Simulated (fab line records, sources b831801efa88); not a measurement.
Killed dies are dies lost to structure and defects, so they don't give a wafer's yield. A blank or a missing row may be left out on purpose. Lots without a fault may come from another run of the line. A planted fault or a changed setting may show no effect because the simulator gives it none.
A struck lot beside a sound one | flow sfq_line | 20 steps out of a route of 325
Sound: wafers L932.1, L932.2, L932.6. Struck: wafer L942.3. (L942.4, L942.5 of the same lot were not struck and are left out.) The cause comes at the end.
At each step with rows: each side's tool, then ch and its chambers, then its first start. Under that, the readings that differ: sound wafers | struck wafers | difference of the means | sigmas: that difference in standard deviations of wafers without a fault.
alike: readings whose means differ by less than 2 such deviations, and words and numbers that are the same on both sides. not compared: withheld readings, readings that some wafer has no value for, bounds like >300 that may hide the same value, and numbers for which the record gives no deviation and whose values overlap.
The two part at a step that has a row with sigmas, a row that says differs or no value, or rows on one side only. Numbers that don't overlap but have no deviation are shown without sigmas and don't part them. A reading that every wafer of one side lacks parts them only if that side has two wafers or more.

first, 2 steps without rows for these wafers: SFQ_TRILAYER_I2_VIA_LITHO_PEB_070 (peb time 60 s); SFQ_TRILAYER_I2_VIA_LITHO_DEVELOP_069 (time 60 s).
SFQ_I2_OVL_MEAS_918:
  sound on overlay-02, day 38 03:48; struck on overlay-02, day 39 04:12
  alike: I2_OVL
SFQ_TRILAYER_I2_VIA_BARC_OPEN_VIA_ETCH_096: etches BARC in O2, target depth 125 nm, time 41.7 s.
  sound on rie_diel-04 ch 2,3, day 38 03:50; struck on rie_diel-01 ch 0, day 39 04:13
  alike: drypump_motor_current_A, oes_product_au
  not compared: rf_hours_counter_h
SFQ_TRILAYER_I2_VIA_ETCH_VIA_ETCH_070: etches SiO2 in CHF3, stops on Nb, target depth 260 nm.
  sound on rie_diel-04 ch 2,3, day 38 03:52; struck on rie_diel-01 ch 0, day 39 04:16
  alike: drypump_motor_current_A, oes_product_au
SFQ_TRILAYER_I2_VIA_STRIP_STRIP_071: strips in O2.
  sound on rie_metal-01 ch 0,1, day 38 03:59; struck on rie_metal-02 ch 0, day 39 04:34
  alike: drypump_motor_current_A, oes_product_au, platen_temp_c
  not compared: rf_hours_counter_h
then, 2 steps without rows for these wafers: SFQ_TRILAYER_I2_VIA_STRIP_SOLV_CLEAN_072 (cleans in NMP, time 600 s); SFQ_TRILAYER_M3_DEP_PRE_CLEAN_074 (time 22.5 s).
SFQ_TRILAYER_M3_DEP_SPUTTER_073: material Nb, target thk 200 nm, time 133.3 s.
  sound on pvd_sputter-06, day 38 04:47; struck on pvd_sputter-05, day 39 05:11
  reading                | sound          | struck | difference | sigmas
  throttle_valve_pct (%) | 30.2 31.0 30.9 | 26.5   | -4.2       | -3
SFQ_M3_RS_MEAS_919: measures by four-point-probe.
  sound on film_metro-03, day 38 04:53; struck on film_metro-03, day 39 05:19
  alike: M3_NB_RS
then, 1 step without rows for these wafers: SFQ_TRILAYER_M3_LITHO_COAT_080 (resist thk 62 nm).
SFQ_TRILAYER_M3_LITHO_COAT_075: resist thk 600 nm.
  sound on litho_track-01 ch 0, day 38 05:22; struck on litho_track-03 ch 0, day 39 05:51
  reading                                             | sound             | struck | difference | sigmas
  model.KrF_of_TRILAYER_M3_LITHO_COAT_075.thk_nm (nm) | 597.2 600.2 599.5 | 511.2  | -87.8      |
then, 4 steps without rows for these wafers: SFQ_TRILAYER_M3_LITHO_SOFTBAKE_079; SFQ_TRILAYER_M3_LITHO_EXPOSE_076 (exposes mask M3, target cd 500 nm); SFQ_TRILAYER_M3_LITHO_PEB_078 (peb time 60 s); SFQ_TRILAYER_M3_LITHO_DEVELOP_077 (time 60 s).
-- the record jumps here: 4 days lie between the struck wafers' starts before and after --
SFQ_M3_OVL_MEAS_921:
  sound on overlay-02, day 42 13:53; struck on overlay-02, day 43 11:36
  alike: M3_OVL
SFQ_TRILAYER_M3_BARC_OPEN_METAL_ETCH_100: etches BARC in O2, target depth 125 nm, time 41.7 s.
  sound on rie_metal-01 ch 0,1, day 42 13:55; struck on rie_metal-01 ch 1, day 43 11:40
  reading             | sound           | struck | difference | sigmas
  model.M3.cd_nm (nm) | 498 498.8 499.4 | 495.7  | -3.0       |
  alike: drypump_motor_current_A, oes_product_au
  not compared: rf_hours_counter_h
SFQ_TRILAYER_M3_ETCH_METAL_ETCH_078: etches Nb in Cl2/Ar, stops on SiO2, target depth 240 nm, time 120 s.
  sound on rie_metal-01 ch 0,1, day 42 13:59; struck on rie_metal-01 ch 1, day 43 11:49
  reading                                             | sound             | struck | difference | sigmas
  model.KrF_of_TRILAYER_M3_LITHO_COAT_075.thk_nm (nm) | 375.2 381.1 376.8 | 289.8  | -87.9      |
  model.M3.cd_nm (nm)                                 | 498.8 499.5 499.9 | 495.1  | -4.3       |
  alike: drypump_motor_current_A, oes_product_au
  not compared: rf_hours_counter_h
SFQ_TRILAYER_M3_STRIP_STRIP_079: strips in O2.
  sound on rie_metal-01 ch 0,1, day 42 14:07; struck on rie_metal-01 ch 1, day 43 12:23
  alike: drypump_motor_current_A, oes_product_au, platen_temp_c
  not compared: rf_hours_counter_h

WHERE THEY PART
Only at SFQ_TRILAYER_M3_DEP_SPUTTER_073, within this record. Later steps at which nothing parts them and some readings are alike: SFQ_M3_RS_MEAS_919, SFQ_M3_OVL_MEAS_921, SFQ_TRILAYER_M3_BARC_OPEN_METAL_ETCH_100, SFQ_TRILAYER_M3_ETCH_METAL_ETCH_078, SFQ_TRILAYER_M3_STRIP_STRIP_079.

WHY: what the simulator had put in
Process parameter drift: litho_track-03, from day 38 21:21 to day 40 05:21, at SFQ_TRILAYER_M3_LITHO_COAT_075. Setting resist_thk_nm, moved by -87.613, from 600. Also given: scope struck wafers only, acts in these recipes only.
